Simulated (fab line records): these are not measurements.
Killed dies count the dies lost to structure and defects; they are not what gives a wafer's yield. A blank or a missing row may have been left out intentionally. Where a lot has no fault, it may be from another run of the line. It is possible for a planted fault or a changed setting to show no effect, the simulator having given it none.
fab line records	flow sky130
record: lots: 6	wafers: 16	last-day: 50
route steps=708 shown VIA4@653 METAL5@661 PASSIVATION@681 PAD_OPEN@708
lots that met no fault: taken from a fault-free run of the same line
start-h: hours from the record's first day to the start of the lot's first wafer shown	wait-h: hours elapsed since this lot's preceding step	" same as the row above	L1.1+2: several wafers, shown together as one row	- either no value or no given start	* or withheld: withheld	< > ~ a bound
route shown NAME@n: a module of which the file shows steps, and the number in the route of the first	usual: mean/standard deviation taken from wafers without a fault	same: alike in all rows	chamber/n: place in a boat	sites: readings site by site	_std_site: the standard deviation of these	_edge_site: the outer-site mean with the inner-site mean subtracted	radius-mm: how far each site lies from the wafer's centre	mask NAME#n: copy n	behind: the tool/chamber that last shaped the wafer	hold: reason for holding the lot/hours on hold/outcome of the hold	device: transistor that didn't switch, given as n, p or np	end of line: tests run on the same wafers once the route is complete	a step without rows: its recipe alone	killed: not the wafer's yield, but the dies lost to structure and defects at the first sort	map: the dies of a wafer, with x for killed, . for not killed, _ for no die there
set.NAME: the setting that was run; set.NAME@STEP: the one run at that earlier step	model.NAME: the simulator's own value behind a step, which no gauge read
lots seen at some steps along the route; tables by step, rows by wafer
services: the hour from which a tool's chamber was out of use, counted from the record's first day as start-h (under 0 if before that day), plus the number of hours and why
== steps ==
step: SKY_VIA4_STRIP_14
recipe: chemistry: post-etch-residue-remover	time-s: 1200	temp-c: 72.5
step: SKY_VIA4_CLEAN_15
recipe: chemistry: IPA	time-s: 180	temp-c: 25
step: SKY_VIA4_CLEAN_16
recipe: chemistry: O3/DIW	dry: n2-spin
step: SKY_VIA4_SPUTTER_17
recipe: material: TiN	target-thk-nm: 20	chamber-pressure-pa: 5	power-w: 4000	time-s: 80
step: SKY_VIA4_CVD_18
recipe: material: W	target-thk-nm: 505	time-s: 152.14	temp-c: 400	pressure-torr: 40
step: SKY_VIA4_RS_MEAS_19
recipe: thk-meas-gauge: four-point-probe	reads: W_of_VIA4_CVD_18+TiN_of_VIA4_SPUTTER_17
usual: VIA4_W_RS: 0.2254/0.0021
lot.wafer	tool	chamber	start-h	wait-h	VIA4_W_RS[ohm/sq]
L106.1	film-metro-01	-	1032.95	0.1	0.2270
L106.2	"	-	"	"	0.2274
L106.3	"	-	"	"	0.2262
L105.1	film-metro-03	-	1033.22	0.1	0.2255
L105.3	"	-	"	"	0.2195
L105.4	"	-	"	"	0.2259
L118.1	film-metro-02	-	1109.11	0.1	0.2274
L118.6	"	-	"	"	0.2249
L120.2	film-metro-01	-	1117.55	0.1	0.2232
L120.3	"	-	"	"	0.2273
L123.1	film-metro-03	-	1127.61	0.1	0.2238
L123.4	"	-	"	"	0.2200
L123.5	"	-	"	"	0.2214
L124.2	film-metro-03	-	1137.85	0.1	0.2251
L124.4	"	-	"	"	0.2238
L124.5	"	-	"	"	0.2232
step: SKY_VIA4_THK_MEAS_20
recipe: thk-meas-gauge: xrf	reads: W_of_VIA4_CVD_18
usual: VIA4_W_THK: 516/5.6
lot.wafer	tool	chamber	start-h	wait-h	VIA4_W_THK[nm]
L106.1	film-metro-01	-	1033.07	0.1	519
L106.2	"	-	"	"	516
L106.3	"	-	"	"	518
L105.1	film-metro-03	-	1033.34	0.1	523
L105.3	"	-	"	"	531
L105.4	"	-	"	"	518
L118.1	film-metro-02	-	1109.23	0.1	509
L118.6	"	-	"	"	514
L120.2	film-metro-01	-	1117.66	0.1	526
L120.3	"	-	"	"	514
L123.1	film-metro-03	-	1127.73	0.1	519
L123.4	"	-	"	"	528
L123.5	"	-	"	"	523
L124.2	film-metro-03	-	1137.96	0.1	517
L124.4	"	-	"	"	519
L124.5	"	-	"	"	519
step: SKY_VIA4_CMP_21
recipe: stop-on: SiO2	t-overpolish-s: 25	down-force-psi: 3.5	platen-rpm: 60	target-thk-nm: 0	pad-velocity-m-s: 0.94248
usual: motor-current-A: 11.1/1.6	overpolish-run-s: 24.999/0.0079	platen-rpm: 60.00/0.037	slurry-flow-ml-min: 150.1/0.51	time-to-endpoint-s: 123/3.6
lot.wafer	tool	chamber	start-h	wait-h	motor-current-A	overpolish-run-s	platen-rpm	slurry-flow-ml-min	time-to-endpoint-s
L106.1	cmp-01	1	1033.13	0.1	11.1	25.001	59.96	150.2	125
L106.2	"	2	"	"	10.4	24.992	60.01	150.6	121
L106.3	"	3	"	"	13.8	25.004	60.01	149.9	122
L105.4	cmp-02	1	1033.40	0.0	11.8	25.004	60.04	149.5	119
L105.3	"	2	"	"	13.2	25.002	59.92	150.1	129
L105.1	"	3	"	"	9.2	24.994	60.07	149.4	115
L118.1	cmp-02	2	1109.44	0.2	13.7	24.990	60.06	149.8	127
L118.6	"	0	"	"	10.5	24.984	60.01	150.0	119
L120.3	cmp-01	3	1117.76	0.1	14.9	25.016	59.99	150.5	124
L120.2	"	1	"	"	11.1	25.011	59.97	149.8	126
L123.4	cmp-01	3	1130.27	2.5	13.6	24.992	59.99	149.9	126
L123.1	"	1	"	"	10.9	25.010	60.04	149.7	127
L123.5	"	0	"	"	9.4	25.007	60.01	150.8	123
L124.4	cmp-01	0	1139.23	1.2	9.1	25.004	60.00	150.0	122
L124.2	"	2	"	"	10.4	24.989	59.96	150.2	123
L124.5	"	1	"	"	10.7	25.007	59.99	150.0	128
step: SKY_METAL5_SPUTTER_00
recipe: material: Ti	target-thk-nm: 15	power-w: 3000	time-s: 10	chamber-pressure-pa: 0.4
usual: throttle-valve-pct: 29.7/1.1
lot.wafer	tool	chamber	start-h	wait-h	throttle-valve-pct
L106.1	pvd-sputter-01	-	1033.43	0.2	28.9
L106.2	"	-	"	"	30.3
L106.3	"	-	"	"	29.8
L105.1	pvd-sputter-02	-	1033.70	0.1	30.2
L105.3	"	-	"	"	28.1
L105.4	"	-	"	"	29.2
L118.1	pvd-sputter-02	-	1109.59	0.1	29.3
L118.6	"	-	"	"	30.3
L120.2	pvd-sputter-02	-	1118.01	0.1	30.6
L120.3	"	-	"	"	29.3
L123.1	pvd-sputter-04	-	1130.57	0.1	31.7
L123.4	"	-	"	"	28.3
L123.5	"	-	"	"	27.9
L124.2	pvd-sputter-01	-	1139.53	0.1	30.8
L124.4	"	-	"	"	30.2
L124.5	"	-	"	"	31.0
step: SKY_METAL5_SPUTTER_01
recipe: material: TiN	target-thk-nm: 20	power-w: 6500	time-s: 16.7	chamber-pressure-pa: 0.4
step: SKY_METAL5_SPUTTER_02
recipe: material: AlCu	target-thk-nm: 1150	power-w: 10600	time-s: 61.2	chamber-pressure-pa: 0.4
usual: throttle-valve-pct: 29.7/1.1
lot.wafer	tool	chamber	start-h	wait-h	throttle-valve-pct
L106.1	pvd-sputter-01	-	1033.47	0.0	29.2
L106.2	"	-	"	"	30.4
L106.3	"	-	"	"	30.2
L105.1	pvd-sputter-02	-	1033.74	0.0	30.0
L105.3	"	-	"	"	28.2
L105.4	"	-	"	"	29.2
L118.1	pvd-sputter-02	-	1109.64	0.0	29.3
L118.6	"	-	"	"	30.5
L120.2	pvd-sputter-02	-	1118.06	0.0	30.5
L120.3	"	-	"	"	29.1
L123.1	pvd-sputter-04	-	1130.62	0.0	31.9
L123.4	"	-	"	"	28.6
L123.5	"	-	"	"	27.9
L124.2	pvd-sputter-01	-	1139.57	0.0	30.9
L124.4	"	-	"	"	30.2
L124.5	"	-	"	"	30.8
step: SKY_METAL5_SPUTTER_03
recipe: material: Ti	target-thk-nm: 5	power-w: 3000	time-s: 3.3	chamber-pressure-pa: 0.4
step: SKY_METAL5_SPUTTER_04
recipe: material: TiN	target-thk-nm: 70	power-w: 6500	time-s: 58.3	chamber-pressure-pa: 0.4
usual: throttle-valve-pct: 29.7/1.1
lot.wafer	tool	chamber	start-h	wait-h	throttle-valve-pct	model.TiN_of_METAL5_SPUTTER_04.thk-nm
L106.1	pvd-sputter-01	-	1033.54	0.0	28.9	69.36
L106.2	"	-	"	"	30.5	70.25
L106.3	"	-	"	"	29.9	69.73
L105.1	pvd-sputter-02	-	1033.81	0.0	30.1	69.14
L105.3	"	-	"	"	28.5	69.18
L105.4	"	-	"	"	29.3	68.93
L118.1	pvd-sputter-02	-	1109.70	0.0	29.5	57.48
L118.6	"	-	"	"	30.0	69.46
L120.2	pvd-sputter-02	-	1118.13	0.0	30.3	57.37
L120.3	"	-	"	"	29.4	69.43
L123.1	pvd-sputter-04	-	1130.69	0.0	31.7	70.4
L123.4	"	-	"	"	28.4	70.76
L123.5	"	-	"	"	28.0	70.74
L124.2	pvd-sputter-01	-	1139.64	0.0	30.7	71.2
L124.4	"	-	"	"	30.5	71.14
L124.5	"	-	"	"	30.8	70.94
step: SKY_METAL5_RS_MEAS_05
recipe: thk-meas-gauge: four-point-probe	reads: TiN_of_METAL5_SPUTTER_04+Ti_of_METAL5_SPUTTER_03+AlCu_of_METAL5_SPUTTER_02+TiN_of_METAL5_SPUTTER_01+Ti_of_METAL5_SPUTTER_00
usual: METAL5_ALCU_RS: 0.0271/0.00031
lot.wafer	tool	chamber	start-h	wait-h	METAL5_ALCU_RS[ohm/sq]
L106.1	film-metro-03	-	1033.59	0.0	0.0269
L106.2	"	-	"	"	0.0265
L106.3	"	-	"	"	0.0268
L105.1	film-metro-02	-	1033.86	0.0	0.0278
L105.3	"	-	"	"	0.0277
L105.4	"	-	"	"	0.0278
L118.1	film-metro-03	-	1109.75	0.0	0.0276
L118.6	"	-	"	"	0.0276
L120.2	film-metro-03	-	1118.20	0.0	0.0269
L120.3	"	-	"	"	0.0270
L123.1	film-metro-03	-	1130.74	0.0	0.0270
L123.4	"	-	"	"	0.0271
L123.5	"	-	"	"	0.0268
L124.2	film-metro-03	-	1139.71	0.0	0.0270
L124.4	"	-	"	"	0.0270
L124.5	"	-	"	"	0.0271
step: SKY_METAL5_THK_MEAS_06
recipe: thk-meas-gauge: xrf	reads: AlCu_of_METAL5_SPUTTER_02
usual: METAL5_ALCU_THK: 1140/14
lot.wafer	tool	chamber	start-h	wait-h	METAL5_ALCU_THK[nm]
L106.1	film-metro-03	-	1033.71	0.1	1153
L106.2	"	-	"	"	1160
L106.3	"	-	"	"	1153
L105.1	film-metro-02	-	1033.98	0.1	1107
L105.3	"	-	"	"	1117
L105.4	"	-	"	"	1100
L118.1	film-metro-03	-	1109.87	0.1	1151
L118.6	"	-	"	"	1119
L120.2	film-metro-03	-	1118.31	0.1	1176
L120.3	"	-	"	"	1143
L123.1	film-metro-03	-	1130.86	0.1	1140
L123.4	"	-	"	"	1142
L123.5	"	-	"	"	1152
L124.2	film-metro-03	-	1139.82	0.1	1144
L124.4	"	-	"	"	1140
L124.5	"	-	"	"	1140
step: SKY_METAL5_DEHYDRATE_07
recipe: temp-c: 200	time-s: 60
step: SKY_METAL5_HMDS_08
recipe: prime-time-s: 60	prime-temp-c: 120
step: SKY_METAL5_COAT_09
recipe: resist: NOVOLAK	spin-rpm: 3000	resist-thk-nm: 1800
step: SKY_METAL5_SOFTBAKE_10
recipe: temp-c: 90	time-s: 60	resist: NOVOLAK
step: SKY_METAL5_EXPOSE_11
recipe: mask-id: MM5	na: 0.6	source-shape: conventional	sigma-outer: 0.6	polarization: unpolarized	target-cd-nm: 1600	dose-mj: 190
step: SKY_METAL5_PEB_12
recipe: temp-c: withheld	time-s: *	resist: NOVOLAK
step: SKY_METAL5_DEVELOP_13
recipe: resist: NOVOLAK	developer: TMAH	develop-time-s: 60	dev-temp-c: 23
step: SKY_METAL5_DESCUM_14
recipe: chemistry: O2	source-power-w: 150	bias-power-w: 0	pressure-mtorr: 10	temp-c: 40	time-s: 11
step: SKY_METAL5_METAL_ETCH_15
recipe: target-depth-a: 12600	stop-on: SiO2	over-etch-frac: 0.2	time-s: 252	chemistry: Cl2/BCl3	resist-sidewall-deg: 86	pressure-mtorr: 10	icp-w: 900	bias-w: 48.5	Cl2_flow_sccm: 60	bcl3-flow-sccm: 30
usual: drypump-motor-current-A: 5.9/0.47	oes-product-au: 0.893/0.0045	throttle-valve-pct: 22.265/0.01
lot.wafer	tool	chamber	start-h	wait-h	drypump-motor-current-A	oes-product-au	rf-hours-counter-h	throttle-valve-pct
L106.1	rie-metal-01	0	1055.46	0.0	5.6	0.900	12	22.253
L106.2	"	1	"	"	5.6	0.897	17	22.254
L106.3	"	1	"	"	5.6	0.888	-	22.275
L105.1	rie-metal-02	0	1055.50	0.0	5.4	0.902	23	22.256
L105.3	"	0	"	"	5.3	0.892	-	22.273
L105.4	"	1	"	"	6.4	0.889	-	22.248
L118.1	rie-metal-02	1	1129.22	0.0	6.4	0.890	19	22.266
L118.6	"	0	"	"	5.3	0.893	-	22.255
L120.2	rie-metal-01	0	1135.71	0.0	5.6	0.884	18	22.271
L120.3	"	0	"	"	5.6	0.890	-	22.250
L123.1	rie-metal-01	1	1148.35	0.0	5.6	0.891	24	22.282
L123.4	"	1	"	"	5.6	0.896	-	22.263
L123.5	"	1	"	"	5.6	0.895	-	22.257
L124.2	rie-metal-02	1	1157.42	0.1	6.4	0.894	-	22.273
L124.4	"	1	"	"	6.4	0.896	-	22.268
L124.5	"	1	"	"	6.4	0.895	-	22.252
step: SKY_METAL5_STRIP_16
recipe: chemistry: O2/N2	power-w: 1400	pressure-mtorr: 1500	platen-temp-c: withheld	o2-flow-sccm: 3000	n2-flow-sccm: 300	overash-fraction: 0.5
step: SKY_METAL5_STRIP_17
recipe: chemistry: post-etch-residue-remover	time-s: 1200	temp-c: 72.5
usual: bath-guard-temp-C: 72.4/0.67
lot.wafer	tool	chamber	start-h	wait-h	bath-guard-temp-C	model.TiN_of_METAL5_SPUTTER_04.thk-nm
L106.1	wet-bench-01	0	1055.80	0.1	73.2	68.94
L106.2	"	0	"	"	72.8	69.83
L106.3	"	0	"	"	73.5	69.31
L105.1	wet-bench-03	0	1055.83	0.1	73.0	68.72
L105.3	"	0	"	"	73.2	68.75
L105.4	"	0	"	"	73.1	68.51
L118.1	wet-bench-03	1	1129.56	0.1	72.6	57.06
L118.6	"	1	"	"	72.8	69.05
L120.2	wet-bench-02	2	1136.05	0.1	73.6	56.96
L120.3	"	2	"	"	73.8	69.01
L123.1	wet-bench-01	1	1148.68	0.1	73.1	69.97
L123.4	"	1	"	"	73.0	70.33
L123.5	"	1	"	"	73.1	70.31
L124.2	wet-bench-01	0	1157.92	0.1	73.1	70.78
L124.4	"	0	"	"	73.1	70.72
L124.5	"	0	"	"	73.0	70.52
step: SKY_METAL5_CLEAN_18
recipe: chemistry: IPA	time-s: 180	temp-c: 25
step: SKY_METAL5_CLEAN_19
recipe: chemistry: O3/DIW	dry: n2-spin
step: SKY_PASSIVATION_CVD_00
recipe: material: SiO2	target-thk-nm: 90	temp-c: 400	time-s: withheld	rf-w: 600
usual: heater-power-w: 657/130
lot.wafer	tool	chamber	start-h	wait-h	heater-power-w
L106.1	pecvd-03	0	1056.29	0.0	728
L106.2	"	1	"	"	823
L106.3	"	2	"	"	563
L105.1	pecvd-03	1	1056.32	0.0	906
L105.3	"	0	"	"	784
L105.4	"	1	"	"	909
L118.1	pecvd-04	1	1130.05	0.0	682
L118.6	"	1	"	"	715
L120.2	pecvd-02	1	1136.54	0.0	700
L120.3	"	0	"	"	591
L123.1	pecvd-02	2	1149.17	0.0	537
L123.4	"	2	"	"	555
L123.5	"	0	"	"	540
L124.2	pecvd-03	2	1158.41	0.0	507
L124.4	"	1	"	"	776
L124.5	"	1	"	"	774
step: SKY_PASSIVATION_THK_MEAS_01
recipe: reads: SiO2_of_PASSIVATION_CVD_00
usual: PASSIVATION_CVD_00_THK: 90.1/1.1
lot.wafer	tool	chamber	start-h	wait-h	PASSIVATION_CVD_00_THK[nm]
L106.1	film-metro-04	-	1056.31	-	89.9
L106.2	"	-	"	"	88.9
L106.3	"	-	"	"	89.6
L105.1	film-metro-02	-	1056.37	-	90.3
L105.3	"	-	"	"	90.2
L105.4	"	-	"	"	90.8
L118.1	film-metro-04	-	1130.07	-	89.2
L118.6	"	-	"	"	91.0
L120.2	film-metro-04	-	1136.57	-	89.1
L120.3	"	-	"	"	90.1
L123.1	film-metro-04	-	1149.20	-	91.7
L123.4	"	-	"	"	92.8
L123.5	"	-	"	"	92.3
L124.2	film-metro-04	-	1158.45	-	88.8
L124.4	"	-	"	"	90.8
L124.5	"	-	"	"	88.6
step: SKY_PASSIVATION_CVD_02
recipe: material: Si3N4	target-thk-nm: 540	temp-c: 400	time-s: withheld	rf-w: 450
step: SKY_PASSIVATION_THK_MEAS_03
recipe: reads: Si3N4_of_PASSIVATION_CVD_02
usual: PASSIVATION_CVD_02_THK: 540/6.9
lot.wafer	tool	chamber	start-h	wait-h	PASSIVATION_CVD_02_THK[nm]
L106.1	film-metro-02	-	1056.60	-	529
L106.2	"	-	"	"	528
L106.3	"	-	"	"	532
L105.1	film-metro-04	-	1056.82	-	538
L105.3	"	-	"	"	539
L105.4	"	-	"	"	546
L118.1	film-metro-02	-	1130.36	-	527
L118.6	"	-	"	"	541
L120.2	film-metro-02	-	1136.86	-	547
L120.3	"	-	"	"	540
L123.1	film-metro-04	-	1149.48	-	546
L123.4	"	-	"	"	554
L123.5	"	-	"	"	556
L124.2	film-metro-04	-	1158.74	-	536
L124.4	"	-	"	"	549
L124.5	"	-	"	"	548
step: SKY_PASSIVATION_DEHYDRATE_04
recipe: temp-c: 200	time-s: 60
step: SKY_PASSIVATION_HMDS_05
recipe: prime-time-s: 60	prime-temp-c: 120
step: SKY_PASSIVATION_COAT_06
recipe: spin-rpm: 2000	resist-thk-nm: 3000
step: SKY_PASSIVATION_SOFTBAKE_07
recipe: temp-c: 110	time-s: withheld
step: SKY_PASSIVATION_EXPOSE_08
recipe: mask-id: NSM	target-cd-nm: 3000	na: 0.57	dose-mj: 260
step: SKY_PASSIVATION_PEB_09
recipe: temp-c: 115	time-s: withheld
step: SKY_PASSIVATION_DEVELOP_10
recipe: develop-time-s: 60	dev-temp-c: 23
step: SKY_PASSIVATION_ETCH_11
recipe: chemistry: CF4/O2	target-depth-nm: 725	stop-on: AlCu	source-w: 800	bias-w: 150	pressure-mtorr: 150	cf4-flow-sccm: 80	O2_flow_sccm: 10	time-s: 161.1
usual: drypump-motor-current-A: 5.7/0.47	oes-product-au: 0.979/0.0067	throttle-valve-pct: 5.964/0.009
lot.wafer	tool	chamber	start-h	wait-h	drypump-motor-current-A	oes-product-au	rf-hours-counter-h	throttle-valve-pct	model.PASSIVATION.feature-depth-nm
L106.1	rie-diel-01	0	1077.64	-	4.8	0.960	14	5.958	692.9
L106.2	"	1	"	"	5.7	0.967	6	5.961	691.2
L106.3	"	2	"	"	6.5	0.973	11	5.956	696.2
L105.1	rie-diel-02	3	1077.99	-	5.8	0.983	3	5.949	702
L105.3	"	0	"	"	5.5	0.983	14	5.964	703.4
L105.4	"	1	"	"	6.2	0.987	10	5.979	709.9
L118.1	rie-diel-02	0	1147.79	-	5.5	0.954	16	5.962	677.8
L118.6	"	2	"	"	5.2	0.980	-	5.969	706.8
L120.2	rie-diel-01	1	1154.91	-	5.7	0.978	8	5.964	698.1
L120.3	"	0	"	"	4.9	0.979	17	5.961	703.8
L123.1	rie-diel-01	2	1166.86	-	6.4	0.982	14	5.980	713.4
L123.4	"	3	"	"	5.9	0.981	16	5.975	719.1
L123.5	"	3	"	"	5.9	0.984	-	5.963	712.7
L124.2	rie-diel-03	1	1175.46	-	6.3	0.978	16	5.954	700.1
L124.4	"	3	"	"	5.5	0.987	12	5.973	715.4
L124.5	"	3	"	"	5.6	0.978	-	5.966	712.2
step: SKY_PASSIVATION_STRIP_12
recipe: chemistry: O2/N2	power-w: 1400	pressure-mtorr: 1500	platen-temp-c: withheld	overash-fraction: 0.7	o2-flow-sccm: 3000	n2-flow-sccm: 300
step: SKY_PAD_OPEN_PROBE_99
usual: defect-limited-yield: 82.3/2	killed_at_M0_to_M3: 43/7.3	killed_at_M4_up: 3.2/1.8	killed-at-contacts: 24/5.8	killed-at-front-end: 16/4.5	killed-dies: 87/9.9	killed-open: 48/6.8	killed-short: 39/6.9	sort_bin_3_pad_short: 0.8/0.42	sort_bin_5_function: 10.4/1.6	sort_bin_6_memory: 6.4/1.2	sort-n-pass: 405/9.9	sort-yield-pct: 82.3/2
same: gross-dies: 492	killed-at-back-side: 0	killed-at-other: 0	sort_bin_4_leakage[%]: 0	sort_bin_8_speed[%]: 0
lot.wafer	tool	chamber	start-h	wait-h	defect-limited-yield[%]	killed_at_M0_to_M3	killed_at_M4_up	killed-at-contacts	killed-at-front-end	killed-dies	killed-open	killed-short	sort_bin_3_pad_short[%]	sort_bin_5_function[%]	sort_bin_6_memory[%]	sort-n-pass	sort-yield-pct[%]
L106.1	prober-01	-	1099.78	0.1	80.3	50	3	22	22	97	58	39	1.2	11.4	7.1	395	80.3
L106.2	prober-01	-	1099.83	0.1	83.7	40	3	24	13	80	47	33	1.0	10.4	4.9	412	83.7
L106.3	prober-01	-	1099.88	0.2	82.5	41	5	23	17	86	45	41	0.6	10.4	6.5	406	82.5
L105.1	prober-02	-	1100.81	0.1	81.9	53	2	19	15	89	48	41	0.6	9.8	7.7	403	81.9
L105.3	prober-02	-	1100.91	0.2	78.7	50	6	23	26	105	46	59	1.6	10.4	9.3	387	78.7
L105.4	prober-02	-	1100.96	0.2	80.9	52	2	24	16	94	51	43	1.2	12.0	5.9	398	80.9
L118.1	prober-02	-	1168.05	0.1	83.3	38	2	27	15	82	47	35	0.8	10.8	5.1	410	83.3
L118.6	prober-02	-	1168.30	0.2	82.5	49	2	22	13	86	52	34	0.6	11.4	5.5	406	82.5
L120.2	prober-02	-	1174.78	0.1	82.1	39	3	33	13	88	52	36	0.2	9.6	8.1	404	82.1
L120.3	prober-02	-	1174.83	0.2	81.1	40	6	25	22	93	50	43	2.0	9.8	7.1	399	81.1
L123.1	prober-01	-	1184.83	0.1	81.9	39	0	35	15	89	49	40	0.8	10.0	7.3	403	81.9
L123.4	prober-01	-	1184.98	0.2	81.1	56	1	17	19	93	54	39	1.4	9.8	7.7	399	81.1
L123.5	prober-01	-	1185.03	0.2	81.5	48	2	26	15	91	52	39	0	11.2	7.3	401	81.5
L124.2	prober-02	-	1193.20	0.1	76.2	58	5	33	21	117	61	56	1.0	14.6	8.1	375	76.2
L124.4	prober-02	-	1193.30	0.2	84.8	42	3	13	17	75	49	26	0	10.0	5.3	417	84.8
L124.5	prober-02	-	1193.35	0.2	85.8	34	3	19	14	70	37	33	0.6	6.9	6.7	422	85.8
killed by level:class
L106.1 LI_CONTACT:geometric-particle:open=11 VIA1:geometric-particle:open=11 VIA1:geometric-particle:short=8 CONTACT:geometric-particle:open=8 VIA3:geometric-particle:open=8 POLY_GATE:geometric-particle:short=7 METAL2:geometric-particle:open=6 METAL2:geometric-particle:short=5
L106.2 VIA1:geometric-particle:open=11 VIA2:geometric-particle:open=11 LI_CONTACT:geometric-particle:open=6 CONTACT:geometric-particle:open=6 LI_CONTACT:geometric-particle:short=4 VIA3:geometric-particle:open=4 CONTACT:geometric-particle:short=4 FIELD_ISO:geometric-particle:open=3
L106.3 VIA1:geometric-particle:open=10 LI_CONTACT:geometric-particle:open=8 FIELD_ISO:geometric-particle:short=7 VIA2:geometric-particle:open=6 VIA3:geometric-particle:open=6 CONTACT:geometric-particle:open=5 METAL2:geometric-particle:short=5 CONTACT:geometric-particle:short=4
L105.1 VIA1:geometric-particle:open=10 METAL2:geometric-particle:short=10 LI_CONTACT:geometric-particle:open=9 METAL1:geometric-particle:short=8 VIA2:geometric-particle:open=8 VIA3:geometric-particle:open=6 CONTACT:geometric-particle:open=5 FIELD_ISO:geometric-particle:short=4
L105.3 METAL2:geometric-particle:short=11 FIELD_ISO:geometric-particle:open=8 VIA1:geometric-particle:open=7 LI_CONTACT:geometric-particle:open=7 FIELD_ISO:geometric-particle:short=6 CONTACT:geometric-particle:open=6 VIA2:geometric-particle:open=6 METAL1:geometric-particle:short=5
L105.4 VIA1:geometric-particle:open=14 METAL2:geometric-particle:short=12 CONTACT:geometric-particle:open=7 POLY_GATE:geometric-particle:open=6 LI_CONTACT:geometric-particle:open=6 FIELD_ISO:geometric-particle:short=5 LOCAL_INTERCONNECT:geometric-particle:short=5 VIA1:geometric-particle:short=5
L118.1 CONTACT:geometric-particle:open=9 VIA1:geometric-particle:open=8 FIELD_ISO:geometric-particle:short=5 LI_CONTACT:geometric-particle:open=5 LOCAL_INTERCONNECT:geometric-particle:short=5 CONTACT:geometric-particle:short=5 METAL2:geometric-particle:short=5 VIA3:geometric-particle:open=5
L118.6 VIA3:geometric-particle:open=14 VIA1:geometric-particle:open=10 CONTACT:geometric-particle:open=10 LI_CONTACT:geometric-particle:open=4 VIA1:geometric-particle:short=4 VIA3:geometric-particle:short=4 FIELD_ISO:geometric-particle:short=3 POLY_GATE:geometric-particle:short=3
L120.2 CONTACT:geometric-particle:open=14 LI_CONTACT:geometric-particle:open=11 VIA1:geometric-particle:open=9 VIA1:geometric-particle:short=7 VIA2:geometric-particle:open=7 METAL2:geometric-particle:short=5 FIELD_ISO:geometric-particle:short=3 POLY_GATE:geometric-particle:short=3
L120.3 CONTACT:geometric-particle:open=11 VIA1:geometric-particle:open=9 LI_CONTACT:geometric-particle:open=6 FIELD_ISO:geometric-particle:short=5 METAL2:geometric-particle:short=5 POLY_GATE:geometric-particle:short=4 SPACER:geometric-particle:open=4 CONTACT:geometric-particle:short=4
L123.1 CONTACT:geometric-particle:open=12 VIA1:geometric-particle:open=10 LI_CONTACT:geometric-particle:open=8 METAL2:geometric-particle:short=8 LOCAL_INTERCONNECT:geometric-particle:short=7 CONTACT:geometric-particle:short=7 POLY_GATE:geometric-particle:open=5 VIA2:geometric-particle:open=4
L123.4 VIA1:geometric-particle:open=15 VIA3:geometric-particle:open=12 FIELD_ISO:geometric-particle:short=6 FIELD_ISO:geometric-particle:open=6 VIA1:geometric-particle:short=6 VIA2:geometric-particle:open=6 LOCAL_INTERCONNECT:geometric-particle:short=5 CONTACT:geometric-particle:open=5
L123.5 VIA1:geometric-particle:open=12 LI_CONTACT:geometric-particle:open=7 CONTACT:geometric-particle:open=7 VIA3:geometric-particle:short=7 VIA2:geometric-particle:open=6 POLY_GATE:geometric-particle:open=4 LI_CONTACT:geometric-particle:short=4 METAL1:geometric-particle:open=4
L124.2 VIA1:geometric-particle:open=14 METAL2:geometric-particle:short=11 CONTACT:geometric-particle:open=10 LI_CONTACT:geometric-particle:open=9 METAL1:geometric-particle:short=7 POLY_GATE:geometric-particle:open=6 VIA3:geometric-particle:open=6 VIA2:geometric-particle:short=6
L124.4 VIA1:geometric-particle:open=16 POLY_GATE:geometric-particle:open=5 POLY_GATE:geometric-particle:short=5 VIA3:geometric-particle:open=5 CONTACT:geometric-particle:short=4 VIA2:geometric-particle:open=4 FIELD_ISO:geometric-particle:open=3 SPACER:geometric-particle:open=3
L124.5 LI_CONTACT:geometric-particle:open=7 CONTACT:geometric-particle:open=6 METAL2:geometric-particle:short=6 VIA3:geometric-particle:open=6 FIELD_ISO:geometric-particle:short=5 VIA2:geometric-particle:open=5 POLY_GATE:geometric-particle:open=4 METAL1:geometric-particle:short=4
== services ==
tool	chamber	start-h	hours	kind
rie-diel-02	1	1013.53	10.8	repair
cmp-02	-	1028.72	1.2	repair
rie-diel-01	3	1036.92	49.9	repair
cmp-01	-	1037.15	3.0	repair
pecvd-02	-	1046.07	14.6	pm
cmp-01	-	1047.71	5.2	repair
pecvd-03	-	1058.74	2.5	repair
pvd-sputter-01	-	1065.34	3.5	repair
rie-diel-01	-	1073.68	0.8	repair
cmp-01	-	1077.28	0.8	repair
cmp-02	-	1084.17	4.0	pm
cmp-02	-	1088.17	3.4	pm
pvd-sputter-02	-	1096.19	4.7	repair
rie-diel-02	3	1105.84	9.0	repair
wet-bench-01	-	1116.06	2.2	repair
cmp-01	-	1118.32	9.0	pm
rie-diel-01	-	1119.00	0.8	repair
pvd-sputter-02	-	1132.00	3.6	repair
cmp-01	-	1137.08	0.3	repair
pecvd-03	0	1154.86	14.9	repair
wet-bench-01	-	1155.78	1.9	pm
pvd-sputter-01	-	1165.71	2.6	repair
rie-metal-01	-	1169.06	15.6	pm
rie-diel-01	-	1174.44	1.6	repair
== key ==
first-sign none at tools or gauges
model-effect: step: SKY_METAL5_SPUTTER_04	value: TiN_of_METAL5_SPUTTER_04.thk-nm	without: 69.98	struck: 57.42
model-effect: step: SKY_METAL5_STRIP_17	value: TiN_of_METAL5_SPUTTER_04.thk-nm	without: 69.57	struck: 57.01
model-effect: step: SKY_PASSIVATION_ETCH_11	value: PASSIVATION.feature-depth-nm	without: 700.5	struck: 688
met-at SKY_METAL5_SPUTTER_04
struck-wafers L118.1,L120.2
onset-between 1033.81 1109.70
fault: kind: process-parameter-drift	tool: pvd-sputter-02	chamber: -	onset-h: 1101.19	steps: SKY_METAL5_SPUTTER_04	channel: time-s	offset: *	shape: step	end-h: 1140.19	scope: struck-wafers-only	acts-in: *	stated: *
